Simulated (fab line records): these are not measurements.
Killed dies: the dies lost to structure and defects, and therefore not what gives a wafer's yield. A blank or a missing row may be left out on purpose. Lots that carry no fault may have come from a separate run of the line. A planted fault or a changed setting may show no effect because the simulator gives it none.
Which tool is to blame?    flow sfqLine    13 lots with 39 wafers sampled at 3 steps, on a route of 325 steps

WHAT THE GAUGES READ, wafer by wafer
SFQ_I3_BOW_MEAS_922. Usual: I3_BOW 2 um, standard deviation 8.9.
lot   measured      on            I3_BOW (um)  flag
L892  day 37 07:14  filmMetro-03  4 4 19       
L893  day 37 17:26  filmMetro-03  -2 -4 -4     
L897  day 38 23:25  filmMetro-01  -1 1 3       
L898  day 39 19:49  filmMetro-04  1 -1 9       
L899  day 40 09:50  filmMetro-03  -1 -8 -2     
L903  day 41 09:50  filmMetro-01  2 15 4       
L908  day 42 15:53  filmMetro-01  9 9 -7       
L909  day 43 10:43  filmMetro-04  8 5 22       
L910  day 43 13:45  filmMetro-03  1 8 -11      
L911  day 43 23:33  filmMetro-01  7 9 3        
L912  day 44 05:33  filmMetro-01  -6 -3 2      
L913  day 49 16:52  filmMetro-03  3 -11 -5     
L915  day 51 11:50  filmMetro-04  6 -1 1       

SFQ_M5_OVL_MEAS_932. Usual: M5_OVL 0 nm, standard deviation 5.9.
lot   measured      on          M5_OVL (nm)  flag
L892  day 49 15:14  overlay-02  3 4 1        
L893  day 50 16:32  overlay-01  -6 -1 4      
L897  day 50 21:20  overlay-01  4 3 3        
L898  day 54 20:52  overlay-01  0 -5 -2      
L899  day 55 08:52  overlay-01  -4 -2 0      
L903  day 56 22:55  overlay-02  2 -13 1      
L908  day 62 06:40  overlay-02  -5 -6 -3     
L909  day 63 20:22  overlay-01  9 8 13       
L910  day 63 21:34  overlay-02  -14 -5 -9    
L911  day 63 22:46  overlay-01  8 8 15       
L912  day 64 07:35  overlay-01  9 8 10       
L913  day 69 02:53  overlay-02  -12 -7 -9    
L915  day 69 14:52  overlay-01  -8 0 -4      

TOOL THAT RAN EACH LOT (tool first, then ch and the chambers of the sampled wafers, then the start)
lot   SFQ_TRILAYER_JJ_TRILAYER_DEP_SPUTTER_112
L892  pvdSputter-04, day 44 00:48
L893  pvdSputter-05, day 49 13:37
L897  pvdSputter-05, day 50 05:13
L898  pvdSputter-03, day 54 13:14
L899  pvdSputter-03, day 55 01:14
L903  pvdSputter-04, day 55 19:14
L908  pvdSputter-03, day 57 10:50
L909  pvdSputter-04, day 58 01:28
L910  pvdSputter-03, day 58 06:14
L911  pvdSputter-04, day 58 17:03
L912  pvdSputter-05, day 58 18:15
L913  pvdSputter-04, day 60 07:23
L915  pvdSputter-03, day 60 20:43
- SFQ_TRILAYER_JJ_TRILAYER_DEP_SPUTTER_112: material Nb, target thk 170 nm, time 113.3 s.

WHAT THE TOOLS THEMSELVES READ (means of the sampled wafers that have a number; where no wafer has one, the mark that the record gives instead)
SFQ_TRILAYER_JJ_TRILAYER_DEP_SPUTTER_112. Usual: chamberPressurePa 0.1333 Pa, standard deviation 0.00026; throttleValvePct 30.1 %, standard deviation 0.58.
lot   tool           chamberPressurePa (Pa)  throttleValvePct (%)  flag
L892  pvdSputter-04  0.1333                  29.7                  
L893  pvdSputter-05  0.1334                  30.0                  
L897  pvdSputter-05  0.1331                  30.1                  
L898  pvdSputter-03  0.1331                  30.3                  
L899  pvdSputter-03  0.1335                  30.1                  
L903  pvdSputter-04  0.1333                  30.2                  
L908  pvdSputter-03  0.1332                  30.3                  
L909  pvdSputter-04  0.1334                  30.4                  
L910  pvdSputter-03  0.1330                  30.2                  
L911  pvdSputter-04  0.1332                  29.8                  
L912  pvdSputter-05  0.1332                  30.3                  
L913  pvdSputter-04  0.1334                  29.5                  
L915  pvdSputter-03  0.1334                  30.4                  

THE ANSWER, worked out from the rows above alone
Rule: a lot is off if the mean of its wafers that have a number lies more than 3 standard deviations from the usual mean. Also off: a lot with no number at a reading for which 4 or more lots have one. Any other lot the step has rows for is counted as sound. The gauges are gone through in route order, then the tools' own readings, and for those a lot's mean is taken as printed above. At the first step where some lot is off, the reading lying furthest off is the one used; lots without a number count as furthest.
Nothing can be told from this: no lot is off at any reading shown.

WHAT HAD BEEN PUT IN BY THE SIMULATOR
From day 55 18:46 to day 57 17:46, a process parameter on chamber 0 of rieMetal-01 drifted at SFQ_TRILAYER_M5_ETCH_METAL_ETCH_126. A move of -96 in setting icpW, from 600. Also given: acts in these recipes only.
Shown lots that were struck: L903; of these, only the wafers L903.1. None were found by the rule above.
